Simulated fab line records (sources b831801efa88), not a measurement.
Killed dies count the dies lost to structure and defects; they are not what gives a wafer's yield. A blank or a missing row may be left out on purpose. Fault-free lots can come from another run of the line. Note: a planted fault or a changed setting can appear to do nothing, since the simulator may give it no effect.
A lot that was struck, set against a sound lot | flow sky130 | 36 steps out of a route of 708
Sound: the wafers L952.3, L952.4, L952.6. Struck: wafer L945.2 (left out: L945.3, L945.6 of the same lot, which were not struck); the cause appears at the end.
Order at every step that has rows: each side's tool, ch and its chambers, its first start. Under that, the readings that differ: sound wafers | struck wafers | difference of the means | sigmas: that difference in standard deviations of wafers without a fault.
alike: words and numbers the same on both sides, and readings whose means are apart by under 2 such deviations; not compared: readings that were withheld, readings missing a value for some wafer, numbers with overlapping values and no deviation given by the record, and bounds like >300 which may hide the same value.
A row with sigmas, a row that says differs or no value, or rows on one side alone: a step with any of these is where the two part. When numbers do not overlap yet have no deviation, they are printed without sigmas and do not part them. A reading missing from all wafers of one side parts the sides only when that side holds two or more wafers.

first, 9 steps without rows for these wafers: SKY_LOCAL_INTERCONNECT_PEB_09; SKY_LOCAL_INTERCONNECT_DEVELOP_10 (develop time 60 s); SKY_LOCAL_INTERCONNECT_ETCH_13 (etches BARC in N2/H2, stops on SiO2, time 45.9 s, target depth 60 nm); SKY_LOCAL_INTERCONNECT_METAL_ETCH_14 (etches TiN in Cl2/BCl3, stops on PSG, target depth 110 nm, time 31.4 s); SKY_LOCAL_INTERCONNECT_STRIP_15 (strips in O2/N2); SKY_LOCAL_INTERCONNECT_STRIP_16 (strips in post etch residue remover, time 1200 s); SKY_LOCAL_INTERCONNECT_CLEAN_17 (cleans in IPA, time 180 s); SKY_LOCAL_INTERCONNECT_CLEAN_18 (cleans in O3/DIW); SKY_CONTACT_CVD_00 (deposits Si3N4, target thk 75 nm).
SKY_CONTACT_HDPCVD_02: deposits SiO2, target thk 565 nm, time 94.2 s.
  sound on hdpcvd-01 ch 1,2, day 35 14:49; struck on hdpcvd-02 ch 2, day 33 05:13
reading                                    | sound             | struck | difference | sigmas
model.SiO2_of_CONTACT_HDPCVD_02.thkNm (nm) | 568.1 570.6 572.3 | 201.5  | -368.8     | 
SKY_CONTACT_THK_MEAS_03:
  struck on filmMetro-01, day 33 05:17; sound on filmMetro-04, day 35 14:55
reading                 | sound       | struck | difference | sigmas
CONTACT_HDPCVD_THK (nm) | 568 570 572 | 201    | -369       | -68
SKY_CONTACT_CMP_04: polishes SiO2.
  sound on cmp-01 ch 0,1,3, day 35 14:57; struck on cmp-01 ch 2, day 33 05:20
reading             | sound    | struck | difference | sigmas
timeToEndpointS (s) | 84 84 86 | 35     | -50        | -14
  alike: motorCurrentA, slurryFlowMlMin
then, 9 steps without rows for these wafers: SKY_CONTACT_DEHYDRATE_06 (time 60 s); SKY_CONTACT_HMDS_07 (prime time 60 s); SKY_CONTACT_COAT_08 (resist thk 60 nm); SKY_CONTACT_COAT_09 (resist thk 450 nm); SKY_CONTACT_SOFTBAKE_10 (time 90 s); SKY_CONTACT_EXPOSE_11 (exposes mask CTM1, target cd 170 nm); SKY_CONTACT_PEB_12; SKY_CONTACT_DEVELOP_13 (develop time 60 s); SKY_CONTACT_ETCH_16 (etches BARC in N2/H2, stops on SiO2, time 45.9 s, target depth 60 nm).
SKY_CONTACT_ETCH_17: etches SiO2 in C4F8/O2/Ar, stops on Si3N4, target depth 340 nm.
  sound on rieDiel-02 ch 0,3, day 36 18:02; struck on rieDiel-01 ch 0, day 34 07:57
reading                           | sound             | struck | difference | sigmas
oesProductAu (a.u.)               | 0.898 0.883 0.890 | 0.678  | -0.212     | -45
model.etch.depthNm (nm)           | 341.1 341 342     | 201.5  | -139.9     | 
model.CONTACT.featureDepthNm (nm) | 341.1 341 342     | 201.5  | -139.9     | 
then, 12 steps without rows for these wafers: SKY_CONTACT_ETCH_18 (etches Si3N4 in CHF3/O2, stops on TiN, time 39 s, target depth 75 nm); SKY_CONTACT_STRIP_19 (strips in O2/N2); SKY_CONTACT_STRIP_20 (strips in post etch residue remover, time 1200 s); SKY_CONTACT_CLEAN_21 (cleans in IPA, time 180 s); SKY_CONTACT_CLEAN_22 (cleans in O3/DIW); SKY_CONTACT_SPUTTER_23 (material TiN, target thk 20 nm, time 80 s); SKY_CONTACT_CVD_24 (deposits W, target thk 340 nm, time 102.12 s); SKY_CONTACT_CMP_27 (polishes, stops on SiO2, t overpolish 15 s, target thk 0 nm); SKY_METAL1_SPUTTER_00 (material Ti, target thk 15 nm, time 10 s); SKY_METAL1_SPUTTER_01 (material TiN, target thk 20 nm, time 16.7 s); SKY_METAL1_SPUTTER_02 (material AlCu, target thk 250 nm, time 13.3 s); SKY_METAL1_SPUTTER_03 (material Ti, target thk 5 nm, time 3.3 s).
SKY_METAL1_METAL_ETCH_19: etches the open film in Cl2/BCl3, stops on SiO2, target depth 360 nm, time 78 s.
  sound on rieMetal-03 ch 0,1, day 37 22:44; struck on rieMetal-04 ch 0, day 35 12:08
reading                                    | sound             | struck | difference                   | sigmas
drypumpMotorCurrentA (A)                   | 6.2 6.1 6.1       | 4.9    | -1.2                         | -2
rfHoursCounterH (h)                        | - - -             | 13     | no value on the sound wafers | 
model.SiO2_of_CONTACT_HDPCVD_02.thkNm (nm) | 327.1 326.8 327.8 | 187.5  | -139.7                       | 
  alike: oesProductAu, throttleValvePct
-- the record jumps here: 12 days lie between the struck wafers' starts before and after (it left off in module METAL1 and takes up again in module PAD_OPEN, whose first step shown is number 708 of the route) --
SKY_PAD_OPEN_PROBE_99:
  struck on prober-02, day 47 19:02; sound on prober-01, day 49 13:38
reading                           | sound                | struck | difference | sigmas
model.etest.met1Comb.leakLog10AUm | -12.07 -11.98 -12.04 | -7.18  | +4.85      | 
model.etest.mconChain.rcOhm       | 16.47 16.67 17.02    | 15.36  | -1.36      | 

## WHERE THEY PART
Last at SKY_METAL1_METAL_ETCH_19 as far as this record goes, first at SKY_CONTACT_THK_MEAS_03.

WHY: what the simulator had put in
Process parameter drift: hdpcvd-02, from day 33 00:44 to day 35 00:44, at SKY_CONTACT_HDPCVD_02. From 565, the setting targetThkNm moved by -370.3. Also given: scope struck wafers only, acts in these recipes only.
